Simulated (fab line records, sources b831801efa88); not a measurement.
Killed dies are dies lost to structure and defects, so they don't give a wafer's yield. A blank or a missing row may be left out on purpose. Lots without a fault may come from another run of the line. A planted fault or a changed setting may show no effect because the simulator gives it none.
A struck lot beside a sound one | flow sky130 | 15 steps out of a route of 708
Sound: wafers L350.1, L350.4, L350.5. Struck: wafers L365.2, L365.6. (L365.1 of the same lot was not struck and is left out.) The cause comes at the end.
At each step with rows: each side's tool, then ch and its chambers, then its first start. Under that, the readings that differ: sound wafers | struck wafers | difference of the means | sigmas: that difference in standard deviations of wafers without a fault.
alike: readings whose means differ by less than 2 such deviations, and words and numbers that are the same on both sides. not compared: withheld readings, readings that some wafer has no value for, bounds like >300 that may hide the same value, and numbers for which the record gives no deviation and whose values overlap.
The two part at a step that has a row with sigmas, a row that says differs or no value, or rows on one side only. Numbers that don't overlap but have no deviation are shown without sigmas and don't part them. A reading that every wafer of one side lacks parts them only if that side has two wafers or more.

SKY_VIA3_STRIP_16: strips in O2/N2.
  sound on plasma_asher-03 ch 0,1, day 39 13:02; struck on plasma_asher-02 ch 0,1, day 43 22:53
  reading                      | sound             | struck      | difference | sigmas
  drypump_motor_current_A (A)  | 6.4 6.4 6.4       | 5.5 5.9     | -0.7       | -2
  strip_time_to_endpoint_s (s) | 4.201 4.172 4.172 | 4.078 4.099 | -0.093     | -3
  alike: oes_product_au
  not compared: rf_hours_counter_h
then, 4 steps without rows for these wafers: SKY_VIA3_STRIP_17 (strips in post etch residue remover, time 1200 s); SKY_VIA3_CLEAN_18 (cleans in IPA, time 180 s); SKY_VIA3_CLEAN_19 (cleans in O3/DIW); SKY_VIA3_SPUTTER_20 (material TiN, target thk 20 nm, time 80 s).
SKY_VIA3_CVD_21: deposits W, target thk 390 nm, time 117.31 s.
  sound on cvd_w-02 ch 0,1, day 39 13:42; struck on cvd_w-01 ch 0,1, day 43 23:35
  alike: heater_power_w
SKY_VIA3_RS_MEAS_22: measures by four-point-probe.
  sound on film_metro-02, day 39 13:49; struck on film_metro-02, day 43 23:43
  alike: VIA3_W_RS
SKY_VIA3_THK_MEAS_23: measures by xrf.
  sound on film_metro-02, day 39 13:56; struck on film_metro-02, day 43 23:50
  alike: VIA3_W_THK
then, 2 steps without rows for these wafers: SKY_VIA3_CMP_24 (polishes, stops on SiO2, t overpolish 20 s, target thk 0 nm); SKY_METAL4_SPUTTER_00 (material Ti, target thk 15 nm, time 10 s).
SKY_METAL4_SPUTTER_01: material TiN, target thk 20 nm, time 16.7 s.
  sound on pvd_sputter-04, day 39 14:19; struck on pvd_sputter-04, day 44 00:13
  alike: cathode_dc_power_W, throttle_valve_pct
SKY_METAL4_SPUTTER_02: material AlCu, target thk 735 nm, time 39.1 s.
  sound on pvd_sputter-04, day 39 14:21; struck on pvd_sputter-04, day 44 00:14
  alike: cathode_dc_power_W, throttle_valve_pct
SKY_METAL4_SPUTTER_03: material Ti, target thk 5 nm, time 3.3 s.
  sound on pvd_sputter-04, day 39 14:23; struck on pvd_sputter-04, day 44 00:16
  reading                                   | sound                | struck        | difference | sigmas
  cathode_dc_power_W (W)                    | 3000.4 3001.1 3000.6 | 3416.9 3415.3 | +415.4     | +99 or more
  model.Ti_of_METAL4_SPUTTER_03.thk_nm (nm) | 5.163 5.099 5.031    | 5.6 5.677     | +0.5       |
  alike: throttle_valve_pct
SKY_METAL4_SPUTTER_04: material TiN, target thk 70 nm, time 58.3 s.
  sound on pvd_sputter-04, day 39 14:24; struck on pvd_sputter-04, day 44 00:17
  alike: cathode_dc_power_W, throttle_valve_pct
-- the record jumps here: 5 days lie between the struck wafers' starts before and after (it left off in module METAL4 and takes up again in module PAD_OPEN, whose first step shown is number 708 of the route) --
SKY_PAD_OPEN_PROBE_99:
  sound on prober-01, day 45 15:36; struck on prober-01, day 49 06:33
  alike: defect_limited_yield, killed_at_M0_to_M3, killed_at_M4_up, killed_at_contacts, killed_at_front_end, killed_at_other, killed_dies, killed_open, killed_short, sort_bin_3_pad_short, sort_bin_5_function, sort_bin_6_memory, sort_n_pass, sort_yield_pct

WHERE THEY PART
First at SKY_VIA3_STRIP_16; last, within this record, at SKY_METAL4_SPUTTER_03. Later steps at which nothing parts them and some readings are alike: SKY_METAL4_SPUTTER_04, SKY_PAD_OPEN_PROBE_99.

WHY: what the simulator had put in
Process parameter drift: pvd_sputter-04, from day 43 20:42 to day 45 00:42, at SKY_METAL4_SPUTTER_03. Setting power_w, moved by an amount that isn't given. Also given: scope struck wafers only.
